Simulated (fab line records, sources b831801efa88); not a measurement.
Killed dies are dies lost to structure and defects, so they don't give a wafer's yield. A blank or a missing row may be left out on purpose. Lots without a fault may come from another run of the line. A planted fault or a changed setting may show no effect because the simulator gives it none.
fab line records | flow sky130
record lots=12 wafers=36 last_day=50
route steps=708 shown LI_CONTACT@382 LOCAL_INTERCONNECT@398 METAL1@435 METAL2@484
lots that met no fault: from a run of the same line without faults
start_h: hours from the record's first day to the start of the lot's first wafer shown | wait_h: hours since the lot's step before | " the same as in the row above | L1.1+2: a row that stands for several wafers | - no value, or no start given | * or withheld: withheld | < > ~ a bound
route shown NAME@n: a module of which the file shows steps, and the number in the route of the first | usual: mean/standard deviation of fault-free wafers | same: alike in all rows | chamber/n: place in a boat | sites: the reading at each site | _std_site: their standard deviation | _edge_site: outer sites' mean less inner sites' | radius_mm: how far each site lies from the wafer's centre | mask NAME#n: copy n | behind: the tool/chamber that last shaped the wafer | hold: why the lot was held/for how many hours/how that ended | device: the transistor (n, p or np) that didn't switch | end of line: the same wafers' tests at the end of the route | a step without rows: its recipe alone | killed: dies lost to structure and defects at the first sort, not the wafer's yield | map: a wafer's dies, x killed, . not, _ none there
set.NAME: the setting as run; set.NAME@STEP: as run at that earlier step | model.NAME: the simulator's own value behind a step, which no gauge read
steps of the route over a sample of lots; a table a step, a row a wafer
services: from which hour (start_h, from the record's first day; less than 0 if before it) a tool's chamber was out of use, for how many hours, and why
## steps
# step SKY_LI_CONTACT_SPUTTER_20
# recipe material=TiN target_thk_nm=20 chamber_pressure_pa=5 power_w=4000 time_s=80
# usual cathode_dc_power_W=4000.1/0.73 throttle_valve_pct=30.5/0.77
# same time_s=80
# columns lot.wafer tool chamber start_h wait_h cathode_dc_power_W throttle_valve_pct
L446.1 pvd_sputter-01 - 678.14 0.0 4000.9 31.0
L446.4 " - " " 4000.6 29.9
L446.6 " - " " 4000.2 29.7
L448.2 pvd_sputter-01 - 702.14 0.0 4001.4 30.9
L448.3 " - " " 4000.4 30.9
L448.5 " - " " 4000.1 30.0
L449.1 pvd_sputter-03 - 718.90 0.0 4000.3 29.6
L449.4 " - " " 3999.7 30.0
L449.5 " - " " 4001.1 30.0
L451.1 pvd_sputter-02 - 719.04 0.0 3999.7 30.4
L451.4 " - " " 3999.6 31.5
L451.5 " - " " 3998.9 29.0
L450.1 pvd_sputter-03 - 720.47 0.0 3999.6 30.3
L450.2 " - " " 3998.3 31.3
L450.6 " - " " 4000.3 31.3
L460.2 pvd_sputter-02 - 808.25 0.0 4000.5 31.4
L460.3 " - " " 4001.1 29.3
L460.5 " - " " 4000.0 31.2
L461.2 pvd_sputter-02 - 826.01 0.0 3999.3 29.2
L461.3 " - " " 4000.7 31.4
L461.4 " - " " 4000.2 30.5
L463.3 pvd_sputter-01 - 827.25 0.0 4000.0 31.1
L463.5 " - " " 4001.0 31.3
L463.6 " - " " 3999.7 30.2
L464.2 pvd_sputter-02 - 829.02 0.0 3999.2 31.5
L464.3 " - " " 3999.8 30.8
L464.5 " - " " 4000.7 29.3
L465.3 pvd_sputter-01 - 834.19 0.0 3999.7 31.2
L465.4 " - " " 4000.8 30.8
L465.6 " - " " 3998.3 29.8
L467.1 pvd_sputter-02 - 850.72 0.0 3999.9 31.5
L467.2 " - " " 3999.3 31.2
L467.5 " - " " 4001.0 31.6
L468.1 pvd_sputter-02 - 855.87 0.0 4000.3 29.4
L468.2 " - " " 4000.2 31.2
L468.4 " - " " 3999.8 30.4
# step SKY_LOCAL_INTERCONNECT_CD_MEAS_11
# recipe target_cd_nm=170
# usual cd_nm=170.2/1.6
# columns lot.wafer tool chamber start_h wait_h cd_nm
L446.1 cd_sem-02 - 707.89 - 170.5
L446.4 " - " " 171.0
L446.6 " - " " 170.0
L448.2 cd_sem-01 - 730.74 - 168.4
L448.3 " - " " 168.3
L448.5 " - " " 169.1
L449.1 cd_sem-01 - 747.52 - 170.3
L449.4 " - " " 169.8
L449.5 " - " " 170.4
L451.1 cd_sem-01 - 747.94 - 171.6
L451.4 " - " " 170.0
L451.5 " - " " 170.6
L450.1 cd_sem-02 - 748.94 - 169.6
L450.2 " - " " 172.0
L450.6 " - " " 169.8
L460.2 cd_sem-02 - 835.81 - 168.8
L460.3 " - " " 169.1
L460.5 " - " " 169.3
L461.2 cd_sem-02 - 853.37 - 170.7
L461.3 " - " " 169.6
L461.4 " - " " 169.9
L463.3 cd_sem-02 - 854.13 - 170.8
L463.5 " - " " 172.1
L463.6 " - " " 172.9
L464.2 cd_sem-01 - 856.06 - 170.9
L464.3 " - " " 171.5
L464.5 " - " " 171.7
L465.3 cd_sem-02 - 861.11 - 171.1
L465.4 " - " " 169.8
L465.6 " - " " 170.2
L467.1 cd_sem-02 - 877.42 - 170.6
L467.2 " - " " 168.8
L467.5 " - " " 169.4
L468.1 cd_sem-01 - 883.19 - 170.4
L468.2 " - " " 170.3
L468.4 " - " " 169.4
# step SKY_METAL1_SPUTTER_01
# recipe material=TiN target_thk_nm=20 power_w=6500 time_s=16.7 chamber_pressure_pa=0.4
# usual cathode_dc_power_W=6499.9/1.1 throttle_valve_pct=30.1/1.3
# same time_s=16.7
# columns lot.wafer tool chamber start_h wait_h cathode_dc_power_W throttle_valve_pct
L446.1 pvd_sputter-01 - 739.44 0.0 6499.4 31.1
L446.4 " - " " 6497.9 30.1
L446.6 " - " " 6498.9 30.1
L448.2 pvd_sputter-01 - 761.14 0.0 8744.8 31.4
L448.3 " - " " 8744.8 31.1
L448.5 " - " " 8743.7 31.1
L449.1 pvd_sputter-01 - 777.35 0.0 8744.9 30.8
L449.4 " - " " 8746.8 29.7
L449.5 " - " " 8745.2 31.2
L451.1 pvd_sputter-04 - 777.93 0.0 6499.2 29.4
L451.4 " - " " 6500.7 32.3
L451.5 " - " " 6501.3 28.8
L450.1 pvd_sputter-02 - 779.29 0.0 6502.9 31.5
L450.2 " - " " 6500.8 29.3
L450.6 " - " " 6500.2 29.0
L460.2 pvd_sputter-04 - 865.12 0.0 6499.7 29.4
L460.3 " - " " 6499.7 28.9
L460.5 " - " " 6500.9 27.3
L461.2 pvd_sputter-02 - 882.72 0.0 6497.1 31.2
L461.3 " - " " 6501.2 29.0
L461.4 " - " " 6498.3 30.2
L463.3 pvd_sputter-01 - 883.49 0.0 6499.4 31.0
L463.5 " - " " 6500.5 30.9
L463.6 " - " " 6500.2 30.0
L464.2 pvd_sputter-01 - 885.09 0.0 6500.9 31.1
L464.3 " - " " 6498.6 30.1
L464.5 " - " " 6500.7 30.3
L465.3 pvd_sputter-01 - 889.30 0.0 6501.5 29.6
L465.4 " - " " 6501.6 29.9
L465.6 " - " " 6499.5 29.7
L467.1 pvd_sputter-04 - 905.64 0.0 6501.0 32.2
L467.2 " - " " 6498.8 29.1
L467.5 " - " " 6498.6 27.2
L468.1 pvd_sputter-04 - 911.55 0.0 6501.1 32.3
L468.2 " - " " 6500.9 29.5
L468.4 " - " " 6499.6 27.0
# step SKY_METAL2_SPUTTER_01
# recipe material=TiN target_thk_nm=20 power_w=6500 time_s=16.7 chamber_pressure_pa=0.4
# usual cathode_dc_power_W=6499.9/1.3 throttle_valve_pct=30.0/1.3
# same time_s=16.7
# columns lot.wafer tool chamber start_h wait_h cathode_dc_power_W throttle_valve_pct
L446.1 pvd_sputter-03 - 797.56 0.0 6498.8 29.8
L446.4 " - " " 6500.3 29.6
L446.6 " - " " 6500.5 29.7
L448.2 pvd_sputter-03 - 818.27 0.0 6498.2 29.5
L448.3 " - " " 6501.1 30.3
L448.5 " - " " 6499.8 29.7
L449.1 pvd_sputter-03 - 832.85 0.0 6499.9 29.6
L449.4 " - " " 6499.8 29.8
L449.5 " - " " 6497.9 29.7
L451.1 pvd_sputter-04 - 834.32 0.0 6501.9 32.4
L451.4 " - " " 6499.7 28.9
L451.5 " - " " 6500.4 29.1
L450.1 pvd_sputter-04 - 835.40 0.0 6499.1 27.4
L450.2 " - " " 6500.6 28.9
L450.6 " - " " 6500.9 29.3
L460.2 pvd_sputter-01 - 919.14 0.0 6498.5 29.9
L460.3 " - " " 6500.0 31.1
L460.5 " - " " 6498.6 30.1
L461.2 pvd_sputter-01 - 936.59 0.0 6498.6 31.0
L461.3 " - " " 6499.5 30.0
L461.4 " - " " 6502.1 29.7
L463.3 pvd_sputter-04 - 937.26 0.0 6499.8 32.5
L463.5 " - " " 6503.4 28.6
L463.6 " - " " 6501.3 32.6
L464.2 pvd_sputter-04 - 938.96 0.0 6498.0 27.2
L464.3 " - " " 6499.5 32.6
L464.5 " - " " 6499.1 32.2
L465.3 pvd_sputter-01 - 943.27 0.0 6499.8 30.2
L465.4 " - " " 6500.3 30.8
L465.6 " - " " 6501.2 31.2
L467.1 pvd_sputter-03 - 958.54 0.0 6498.0 29.8
L467.2 " - " " 6499.0 31.5
L467.5 " - " " 6500.1 30.0
L468.1 pvd_sputter-03 - 965.50 0.0 6499.7 31.3
L468.2 " - " " 6499.4 30.5
L468.4 " - " " 6500.8 29.5
## services
# columns tool chamber start_h hours kind
pvd_sputter-01 - 694.27 5.5 repair
pvd_sputter-04 - 837.54 0.6 repair
pvd_sputter-04 - 884.93 7.9 repair
pvd_sputter-04 - 893.58 7.7 repair
pvd_sputter-03 - 901.64 2.2 repair
pvd_sputter-02 - 902.18 57.1 repair
pvd_sputter-04 - 935.92 1.0 repair
pvd_sputter-02 - 949.78 5.9 repair
pvd_sputter-03 - 961.68 3.2 repair
## key
first_sign step=SKY_METAL1_SPUTTER_01 reading=cathode_dc_power_W direction=up sigmas=99+ usual=6499.9 struck=8745.0
effect none on later readings
met_at SKY_METAL1_SPUTTER_01
struck_lots L448,L449
not_acting_at SKY_LI_CONTACT_SPUTTER_20,SKY_LOCAL_INTERCONNECT_CD_MEAS_11,SKY_METAL2_SPUTTER_01
onset_between 739.44 761.14
fault kind=process_parameter_drift tool=pvd_sputter-01 chamber=- onset_h=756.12 steps=SKY_METAL1_SPUTTER_01 channel=power_w offset=* shape=step end_h=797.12 acts_in=* stated=*
